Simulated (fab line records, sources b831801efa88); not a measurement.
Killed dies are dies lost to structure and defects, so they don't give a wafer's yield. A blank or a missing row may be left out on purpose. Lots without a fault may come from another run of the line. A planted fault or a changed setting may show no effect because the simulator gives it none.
fab line records | flow gf180mcu | part 2 of 2: steps 35 to 43 of 43
record lots=5 wafers=15 last_day=34
route steps=602 shown HV_LDD@190
lots that met no fault: from a run of the same line without faults
start_h: hours from the record's first day to the start of the lot's first wafer shown | wait_h: hours since the lot's step before | " the same as in the row above | L1.1+2: a row that stands for several wafers | - no value, or no start given | * or withheld: withheld | < > ~ a bound
route shown NAME@n: a module of which the file shows steps, and the number in the route of the first | usual: mean/standard deviation of fault-free wafers | same: alike in all rows | chamber/n: place in a boat | sites: the reading at each site | _std_site: their standard deviation | _edge_site: outer sites' mean less inner sites' | radius_mm: how far each site lies from the wafer's centre | mask NAME#n: copy n | behind: the tool/chamber that last shaped the wafer | hold: why the lot was held/for how many hours/how that ended | device: the transistor (n, p or np) that didn't switch | end of line: the same wafers' tests at the end of the route | a step without rows: its recipe alone | killed: dies lost to structure and defects at the first sort, not the wafer's yield | map: a wafer's dies, x killed, . not, _ none there
set.NAME: the setting as run; set.NAME@STEP: as run at that earlier step | model.NAME: the simulator's own value behind a step, which no gauge read
lots at some steps of the route; a table a step, a row a wafer
services: from which hour (start_h, from the record's first day; less than 0 if before it) a tool's chamber was out of use, for how many hours, and why
## steps
# step GF_HV_LDD_IMPLANT_48
# recipe species=B energy_kev=25 dose_cm2=3e+13 tilt_deg=7
# columns lot.wafer tool chamber start_h wait_h
L074.1+3+5 implanter-01 0 273.59 0.0
L075.1+2+5 implanter-01 0 281.78 0.0
L081.3+4+5 implanter-01 0 333.08 0.1
L091.1+3+4 implanter-03 0 414.51 0.0
L095.1+3+5 implanter-01 0 447.52 0.0
# step GF_HV_LDD_STRIP_49
# recipe chemistry=O2/N2 power_w=1400 pressure_mtorr=1500 platen_temp_c=250 o2_flow_sccm=3000 n2_flow_sccm=300 overash_fraction=0.5
# usual drypump_motor_current_A=5.6/0.39 heater_power_w=350/52 oes_product_au=0.716/0.0043 platen_temp_c=250.00/0.2 strip_time_to_endpoint_s=12.63/0.039
# same overash_fraction=0.5
# columns lot.wafer tool chamber start_h wait_h drypump_motor_current_A heater_power_w oes_product_au platen_temp_c rf_hours_counter_h strip_time_to_endpoint_s
L074.1 plasma_asher-04 1 273.74 0.1 5.1 464 0.716 249.78 63 12.63
L074.3 " 1 " " 5.1 452 0.713 249.85 - 12.63
L074.5 " 1 " " 5.1 459 0.715 249.94 - 12.63
L075.1 plasma_asher-03 0 281.93 0.1 5.6 313 0.721 250.14 52 12.65
L075.2 " 1 " " 6.3 322 0.712 250.03 52 12.64
L075.5 " 1 " " 6.3 328 0.713 250.21 - 12.67
L081.3 plasma_asher-01 1 333.22 0.1 5.2 333 0.712 250.35 - 12.66
L081.4 " 0 " " 5.6 347 0.718 249.81 - 12.64
L081.5 " 0 " " 5.6 360 0.717 249.59 - 12.62
L091.1 plasma_asher-01 0 414.66 0.1 5.7 345 0.715 250.38 77 12.64
L091.3 " 1 " " 5.3 332 0.709 249.59 - 12.67
L091.4 " 0 " " 5.7 341 0.720 250.20 - 12.67
L095.1 plasma_asher-04 1 447.67 0.1 5.1 463 0.721 249.64 79 12.53
L095.3 " 1 " " 5.1 459 0.708 249.69 - 12.52
L095.5 " 1 " " 5.1 460 0.714 249.51 - 12.55
# step GF_HV_LDD_TW_MEAS_50
# usual HV_LDD_4_TW=572/6.2
# columns lot.wafer tool chamber start_h wait_h HV_LDD_4_TW
L074.1 film_metro-02 - 273.84 0.1 567
L074.3 " - " " 565
L074.5 " - " " 568
L075.1 film_metro-02 - 282.03 0.1 566
L075.2 " - " " 567
L075.5 " - " " 568
L081.3 film_metro-01 - 333.30 0.1 566
L081.4 " - " " 567
L081.5 " - " " 563
L091.1 film_metro-04 - 414.76 0.1 577
L091.3 " - " " 574
L091.4 " - " " 580
L095.1 film_metro-02 - 447.77 0.1 566
L095.3 " - " " 565
L095.5 " - " " 566
# step GF_HV_LDD_CLEAN_51
# recipe chemistry=SC1/SC2 mix=1:4:20 temp_c=70 time_s=150 dry=n2_spin
# columns lot.wafer tool chamber start_h wait_h
L074.1+3+5 wet_bench-03 1 273.90 0.1
L075.1+2+5 wet_bench-02 1 282.09 0.1
L081.3+4+5 wet_bench-01 1 333.34 0.0
L091.1+3+4 wet_bench-03 0 414.82 0.1
L095.1+3+5 wet_bench-01 3 447.83 0.1
# step GF_HV_LDD_RTA_52
# recipe temp_c=1000 time_s=10 ambient=N2
# usual lamp_power_pct=29.7/2.2 wafer_temp_C_max=1004.5/0.92
# columns lot.wafer tool chamber start_h wait_h lamp_power_pct wafer_temp_C_max
L074.1 rtp_anneal-01 0 273.95 0.0 27.5 1003.3
L074.3 " 0 " " 27.5 1003.4
L074.5 " 0 " " 27.5 1005.8
L075.1 rtp_anneal-02 0 282.14 0.0 31.9 1004.2
L075.2 " 0 " " 31.9 1003.6
L075.5 " 0 " " 31.9 1003.4
L081.3 rtp_anneal-01 0 333.41 0.0 27.5 1004.3
L081.4 " 0 " " 27.5 1005.5
L081.5 " 0 " " 27.5 1003.2
L091.1 rtp_anneal-01 0 414.87 0.0 27.5 1002.5
L091.3 " 0 " " 27.5 1006.0
L091.4 " 0 " " 27.5 1004.2
L095.1 rtp_anneal-02 0 447.88 0.0 32.0 1003.9
L095.3 " 0 " " 31.9 1003.6
L095.5 " 0 " " 31.9 1003.2
# step GF_HV_LDD_RS_MEAS_53
# recipe thk_meas_gauge=four-point-probe
# usual HV_LDD_RS=418.2/0.95
# columns lot.wafer tool chamber start_h wait_h HV_LDD_RS[ohm/sq]
L074.1 film_metro-02 - 274.02 0.1 418.4
L074.3 " - " " 418.1
L074.5 " - " " 418.9
L075.1 film_metro-04 - 282.21 0.1 417.5
L075.2 " - " " 418.9
L075.5 " - " " 418.0
L081.3 film_metro-04 - 333.50 0.1 418.0
L081.4 " - " " 416.5
L081.5 " - " " 418.5
L091.1 film_metro-01 - 415.00 0.1 417.5
L091.3 " - " " 418.7
L091.4 " - " " 418.7
L095.1 film_metro-04 - 447.95 0.1 418.2
L095.3 " - " " 419.6
L095.5 " - " " 419.4
# step GF_HV_LDD_CVD_54
# recipe material=SiO2 target_thk_nm=10 precursor=TEOS temp_c=680 time_s=75 pressure_mtorr=400
# usual zone_power_bottom_pct=15.3/1.5 zone_power_upper_pct=10.5/0.67
# columns lot.wafer tool chamber start_h wait_h zone_power_bottom_pct zone_power_upper_pct
L074.1 lpcvd-01 1 274.14 0.1 16.6 11.6
L074.3 " 1 " " 16.5 11.7
L074.5 " 1 " " 16.3 11.8
L075.1 lpcvd-02 0 282.33 0.1 12.7 10.4
L075.2 " 0 " " 13.0 10.2
L075.5 " 0 " " 13.1 10.5
L081.3 lpcvd-01 0 333.58 0.1 16.7 9.8
L081.4 " 0 " " 17.1 9.7
L081.5 " 0 " " 17.0 9.8
L091.1 lpcvd-02 1 415.12 0.1 14.5 10.5
L091.3 " 1 " " 14.9 10.8
L091.4 " 1 " " 14.7 10.9
L095.1 lpcvd-01 0 448.07 0.1 16.8 9.7
L095.3 " 0 " " 16.9 9.8
L095.5 " 0 " " 16.8 9.7
# step GF_HV_LDD_THK_MEAS_55
# recipe reads=SiO2_of_HV_LDD_CVD_54
# usual HV_LDD_CVD_54_THK=10.03/0.14
# columns lot.wafer tool chamber start_h wait_h HV_LDD_CVD_54_THK[nm]
L074.1 film_metro-02 - 275.16 0.0 9.96
L074.3 " - " " 9.86
L074.5 " - " " 9.86
L075.1 film_metro-01 - 283.86 0.0 10.07
L075.2 " - " " 9.94
L075.5 " - " " 9.95
L081.3 film_metro-04 - 334.62 0.0 9.87
L081.4 " - " " 9.80
L081.5 " - " " 9.92
L091.1 film_metro-01 - 416.14 0.0 10.12
L091.3 " - " " 10.12
L091.4 " - " " 10.07
L095.1 film_metro-04 - 449.09 0.0 9.99
L095.3 " - " " 10.01
L095.5 " - " " 10.08
# step GF_HV_LDD_CVD_56
# recipe material=Si3N4 precursor=DCS/NH3 target_thk_nm=90 temp_c=770 time_s=1543 pressure_mtorr=250
# usual zone_power_bottom_pct=19.8/1.7 zone_power_upper_pct=14.1/0.82
# columns lot.wafer tool chamber start_h wait_h zone_power_bottom_pct zone_power_upper_pct
L074.1 lpcvd-02 1 275.22 0.1 18.9 14.0
L074.3 " 1 " " 18.7 13.6
L074.5 " 1 " " 18.7 13.7
L075.1 lpcvd-01 0 283.92 0.1 21.7 12.4
L075.2 " 0 " " 21.7 12.4
L075.5 " 0 " " 21.6 12.4
L081.3 lpcvd-02 0 334.66 0.0 16.4 13.0
L081.4 " 0 " " 16.3 12.8
L081.5 " 0 " " 16.4 13.1
L091.1 lpcvd-01 1 416.29 0.1 21.0 14.8
L091.3 " 1 " " 21.0 14.8
L091.4 " 1 " " 21.0 14.8
L095.1 lpcvd-01 1 449.15 0.1 21.1 14.9
L095.3 " 1 " " 20.8 14.9
L095.5 " 1 " " 20.8 15.0
## services
# columns tool chamber start_h hours kind
iline_stepper-01 - 237.13 1.7 pm
wet_bench-02 - 256.76 11.9 repair
plasma_asher-03 - 259.53 2.5 repair
implanter-02 - 276.75 7.1 repair
wet_bench-03 - 285.05 0.7 repair
rtp_anneal-02 - 287.65 0.8 pm
implanter-01 - 313.84 5.2 repair
implanter-03 - 325.32 4.6 repair
iline_stepper-02 - 326.09 1.7 pm
iline_stepper-01 - 328.58 28.9 pm
plasma_asher-01 - 342.22 5.5 repair
wet_bench-03 - 344.46 1.3 repair
implanter-02 - 349.24 1.5 repair
rtp_anneal-01 - 353.44 12.5 pm
implanter-01 - 356.11 1.9 repair
implanter-03 - 406.52 3.5 pm
plasma_asher-01 - 406.57 0.9 repair
rtp_anneal-02 - 413.04 4.6 pm
plasma_asher-01 - 421.25 9.0 pm
plasma_asher-04 - 424.53 14.6 pm
implanter-01 - 433.77 3.2 pm
lpcvd-01 - 435.94 0.6 repair
lpcvd-02 - 447.92 2.8 pm
plasma_asher-04 - 448.88 15.6 pm
